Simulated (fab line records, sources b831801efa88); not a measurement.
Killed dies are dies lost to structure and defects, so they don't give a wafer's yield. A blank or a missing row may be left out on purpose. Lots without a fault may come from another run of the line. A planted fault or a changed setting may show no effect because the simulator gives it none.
Which tool did it? | flow sky130 | 9 lots, 27 wafers sampled, at 1 step of a route of 708

WHAT THE GAUGES READ, wafer by wafer
SKY_METAL3_CD_MEAS_13: target cd 300 nm.
lot  | measured     | on        | cd_nm (nm)
L123 | day 40 02:44 | cd_sem-01 | 296.9 298.5 297.5
L126 | day 40 18:59 | cd_sem-01 | 301.9 302.1 300.9
L136 | day 43 17:41 | cd_sem-01 | 301.1 300.9 301.9
L137 | day 43 19:10 | cd_sem-01 | 299.9 300.7 300.7
L138 | day 43 22:04 | cd_sem-01 | 301.1 301.8 300.6
L139 | day 44 09:08 | cd_sem-01 | 299.9 300.5 299.8
L141 | day 45 02:40 | cd_sem-01 | 301.0 300.4 300.2
L142 | day 45 07:13 | cd_sem-02 | 301.2 300.5 300.6
L143 | day 45 08:40 | cd_sem-02 | 298.5 298.1 299.3

WHICH TOOL RAN EACH LOT (tool, then ch and the chambers of the sampled wafers, then the start)
The record holds no process step before these readings.

WHAT THE TOOLS THEMSELVES READ (means of the sampled wafers that have a number; where no wafer has one, the mark that the record gives instead)
The record holds no such reading with a usual standard deviation.

THE ANSWER, worked out from the rows above alone
Rule: what is usual is taken from the lots themselves. Put in order of their means at a reading, lots are off if they are a third of the lots or fewer, leave a main group of 4 or more, and stand apart from it by a gap of 3 or more times the standard deviation of the main group's means; of several such gaps the widest counts. A main group whose means are all the same, to the digits that the tables above print for the reading, isn't used. A lot without any number at a reading at which 4 lots or more have one is off too. The other lots that the step has rows for count as sound. The gauges are gone through in route order, then the tools' own readings, and for those a lot's mean is taken as printed above. The first step at which some lot is off is used, and at that step the reading that is off furthest; a lot without a number counts as furthest.
No lot is off at any reading shown: from this, nothing can be told.

WHAT THE SIMULATOR HAD PUT IN
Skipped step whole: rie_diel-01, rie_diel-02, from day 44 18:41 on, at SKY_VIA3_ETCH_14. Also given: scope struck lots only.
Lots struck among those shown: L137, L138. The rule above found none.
